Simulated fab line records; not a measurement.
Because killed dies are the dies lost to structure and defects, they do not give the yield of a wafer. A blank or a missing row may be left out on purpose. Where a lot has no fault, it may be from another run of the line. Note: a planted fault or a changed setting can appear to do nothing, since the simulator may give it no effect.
Which tool did it? || flow sky130 || 13 lots with 39 wafers sampled at 4 steps, on a route of 708 steps

## WHAT EACH GAUGE READ, for each wafer
SKY_VIA2_CD_MEAS_12 targets a cd of 200 nm.
{"lot": "L911", "measured": "day 36 00:34", "on": "cd sem-02", "cd nm (nm)": "201.0 200.8 202.6"}
{"lot": "L912", "measured": "day 36 18:01", "on": "cd sem-01", "cd nm (nm)": "197.8 198.3 198.7"}
{"lot": "L917", "measured": "day 38 14:47", "on": "cd sem-02", "cd nm (nm)": "199.8 197.9 200.9"}
{"lot": "L918", "measured": "day 39 04:10", "on": "cd sem-01", "cd nm (nm)": "197.4 198.7 196.8"}
{"lot": "L924", "measured": "day 41 00:11", "on": "cd sem-02", "cd nm (nm)": "199.1 201.5 200.3"}
{"lot": "L925", "measured": "day 41 06:28", "on": "cd sem-01", "cd nm (nm)": "201.0 198.7 199.8"}
{"lot": "L927", "measured": "day 41 09:31", "on": "cd sem-01", "cd nm (nm)": "199.3 198.9 199.0"}
{"lot": "L929", "measured": "day 41 22:52", "on": "cd sem-02", "cd nm (nm)": "200.2 198.7 199.7"}
{"lot": "L928", "measured": "day 42 02:36", "on": "cd sem-01", "cd nm (nm)": "198.6 197.5 198.5"}
{"lot": "L930", "measured": "day 42 07:57", "on": "cd sem-01", "cd nm (nm)": "200.6 200.5 199.8"}
{"lot": "L931", "measured": "day 42 11:35", "on": "cd sem-01", "cd nm (nm)": "200.8 200.6 201.5"}
{"lot": "L932", "measured": "day 42 15:11", "on": "cd sem-01", "cd nm (nm)": "199.9 200.1 201.1"}
{"lot": "L933", "measured": "day 42 23:18", "on": "cd sem-01", "cd nm (nm)": "202.7 200.5 201.0"}

SKY_CAPM_OVL_MEAS_12.
{"lot": "L911", "measured": "day 37 04:40", "on": "overlay-02", "CAPM_OVL (nm)": "1.3 1.2 0.1"}
{"lot": "L912", "measured": "day 37 22:01", "on": "overlay-01", "CAPM_OVL (nm)": "0.0 0.3 -0.7"}
{"lot": "L917", "measured": "day 39 17:46", "on": "overlay-01", "CAPM_OVL (nm)": "-0.3 0.3 0.7"}
{"lot": "L918", "measured": "day 40 06:26", "on": "overlay-02", "CAPM_OVL (nm)": "0.3 -0.4 -1.1"}
{"lot": "L924", "measured": "day 42 01:11", "on": "overlay-02", "CAPM_OVL (nm)": "-0.3 -1.2 -1.8"}
{"lot": "L925", "measured": "day 42 07:58", "on": "overlay-02", "CAPM_OVL (nm)": "0.5 0.0 0.5"}
{"lot": "L927", "measured": "day 42 10:40", "on": "overlay-01", "CAPM_OVL (nm)": "-2.2 -1.0 -1.4"}
{"lot": "L929", "measured": "day 42 22:53", "on": "overlay-02", "CAPM_OVL (nm)": "-0.2 -0.1 1.3"}
{"lot": "L928", "measured": "day 43 02:49", "on": "overlay-01", "CAPM_OVL (nm)": "-1.5 -1.8 -2.2"}
{"lot": "L930", "measured": "day 43 08:32", "on": "overlay-02", "CAPM_OVL (nm)": "-0.8 -1.4 -2.3"}
{"lot": "L931", "measured": "day 43 13:01", "on": "overlay-01", "CAPM_OVL (nm)": "0.3 -0.4 -1.0"}
{"lot": "L932", "measured": "day 43 15:59", "on": "overlay-02", "CAPM_OVL (nm)": "0.0 -0.3 0.7"}
{"lot": "L933", "measured": "day 43 23:52", "on": "overlay-01", "CAPM_OVL (nm)": "0.5 -0.7 1.0"}

SKY_METAL3_CD_MEAS_13 targets a cd of 300 nm.
{"lot": "L911", "measured": "day 38 07:01", "on": "cd sem-02", "cd nm (nm)": "299.8 302.4 299.2"}
{"lot": "L912", "measured": "day 39 00:14", "on": "cd sem-02", "cd nm (nm)": "300.9 303.2 302.7"}
{"lot": "L917", "measured": "day 40 18:34", "on": "cd sem-02", "cd nm (nm)": "301.7 300.1 301.3"}
{"lot": "L918", "measured": "day 41 06:38", "on": "cd sem-02", "cd nm (nm)": "299.8 298.9 299.5"}
{"lot": "L924", "measured": "day 43 01:22", "on": "cd sem-02", "cd nm (nm)": "297.2 296.6 297.8"}
{"lot": "L925", "measured": "day 43 07:06", "on": "cd sem-02", "cd nm (nm)": "298.0 298.2 299.2"}
{"lot": "L927", "measured": "day 43 10:15", "on": "cd sem-02", "cd nm (nm)": "298.9 299.5 300.9"}
{"lot": "L929", "measured": "day 43 21:50", "on": "cd sem-02", "cd nm (nm)": "303.0 302.3 303.2"}
{"lot": "L928", "measured": "day 44 01:54", "on": "cd sem-01", "cd nm (nm)": "298.6 299.5 299.5"}
{"lot": "L930", "measured": "day 44 07:58", "on": "cd sem-01", "cd nm (nm)": "300.4 301.4 302.2"}
{"lot": "L931", "measured": "day 44 12:13", "on": "cd sem-01", "cd nm (nm)": "303.6 302.0 303.2"}
{"lot": "L932", "measured": "day 44 14:49", "on": "cd sem-01", "cd nm (nm)": "299.1 298.3 297.4"}
{"lot": "L933", "measured": "day 44 22:36", "on": "cd sem-02", "cd nm (nm)": "300.1 300.9 299.7"}

## WHAT TOOL EACH LOT RAN ON (gives the tool, then ch and the chambers of the sampled wafers, and finally the start)
{"lot": "L911", "SKY_CAPM_STRIP_15": "wet bench-04 ch 0, day 37 04:53"}
{"lot": "L912", "SKY_CAPM_STRIP_15": "wet bench-01 ch 3, day 37 22:14"}
{"lot": "L917", "SKY_CAPM_STRIP_15": "wet bench-01 ch 1, day 39 17:59"}
{"lot": "L918", "SKY_CAPM_STRIP_15": "wet bench-01 ch 3, day 40 06:38"}
{"lot": "L924", "SKY_CAPM_STRIP_15": "wet bench-03 ch 1, day 42 01:23"}
{"lot": "L925", "SKY_CAPM_STRIP_15": "wet bench-03 ch 2, day 42 08:11"}
{"lot": "L927", "SKY_CAPM_STRIP_15": "wet bench-04 ch 3, day 42 10:53"}
{"lot": "L929", "SKY_CAPM_STRIP_15": "wet bench-03 ch 3, day 42 23:05"}
{"lot": "L928", "SKY_CAPM_STRIP_15": "wet bench-03 ch 2, day 43 03:02"}
{"lot": "L930", "SKY_CAPM_STRIP_15": "wet bench-04 ch 2, day 43 08:44"}
{"lot": "L931", "SKY_CAPM_STRIP_15": "wet bench-01 ch 3, day 43 13:14"}
{"lot": "L932", "SKY_CAPM_STRIP_15": "wet bench-03 ch 1, day 43 16:11"}
{"lot": "L933", "SKY_CAPM_STRIP_15": "wet bench-01 ch 3, day 44 00:05"}
- SKY_CAPM_STRIP_15: strips in post etch residue remover, time 1200 s.

## WHAT THE TOOLS THEMSELVES READ (means of the sampled wafers that have a number; where no wafer has one, the mark that the record gives instead)
SKY_CAPM_STRIP_15.
{"lot": "L911", "tool": "wet bench-04", "run length s (s)": 1226}
{"lot": "L912", "tool": "wet bench-01", "run length s (s)": 1226}
{"lot": "L917", "tool": "wet bench-01", "run length s (s)": 1315}
{"lot": "L918", "tool": "wet bench-01", "run length s (s)": 1314}
{"lot": "L924", "tool": "wet bench-03", "run length s (s)": 1224}
{"lot": "L925", "tool": "wet bench-03", "run length s (s)": 1226}
{"lot": "L927", "tool": "wet bench-04", "run length s (s)": 1225}
{"lot": "L929", "tool": "wet bench-03", "run length s (s)": 1227}
{"lot": "L928", "tool": "wet bench-03", "run length s (s)": 1228}
{"lot": "L930", "tool": "wet bench-04", "run length s (s)": 1226}
{"lot": "L931", "tool": "wet bench-01", "run length s (s)": 1233}
{"lot": "L932", "tool": "wet bench-03", "run length s (s)": 1225}
{"lot": "L933", "tool": "wet bench-01", "run length s (s)": 1225}

## THE ANSWER, worked out from the rows above alone
Rule: usual is defined by the lots themselves. Put in order of their means at a reading, lots are off if they are a third of the lots or fewer, leave a main group of 4 or more, and stand apart from it by a gap of 3 or more times the standard deviation of the main group's means; of several such gaps the widest counts. A main group whose means are all the same, to the digits that the tables above print for the reading, isn't used. A lot without any number at a reading at which 4 lots or more have one is off too. The other lots that the step has rows for count as sound. After the gauges, taken in route order, come the tools' own readings; for these a lot's mean is taken, as printed above. At the first step where some lot is off, the reading lying furthest off is the one used; lots without a number count as furthest.
Off: L917, L918, at SKY_CAPM_STRIP_15 (run length s). The main group: mean 1226 s, standard deviation 2.3.
A tool fits if, at that step or a process step before it, it ran every lot that is off, and no sound lot after the first of them. Of those tried, none fits.

## WHAT WAS PUT IN BY THE SIMULATOR
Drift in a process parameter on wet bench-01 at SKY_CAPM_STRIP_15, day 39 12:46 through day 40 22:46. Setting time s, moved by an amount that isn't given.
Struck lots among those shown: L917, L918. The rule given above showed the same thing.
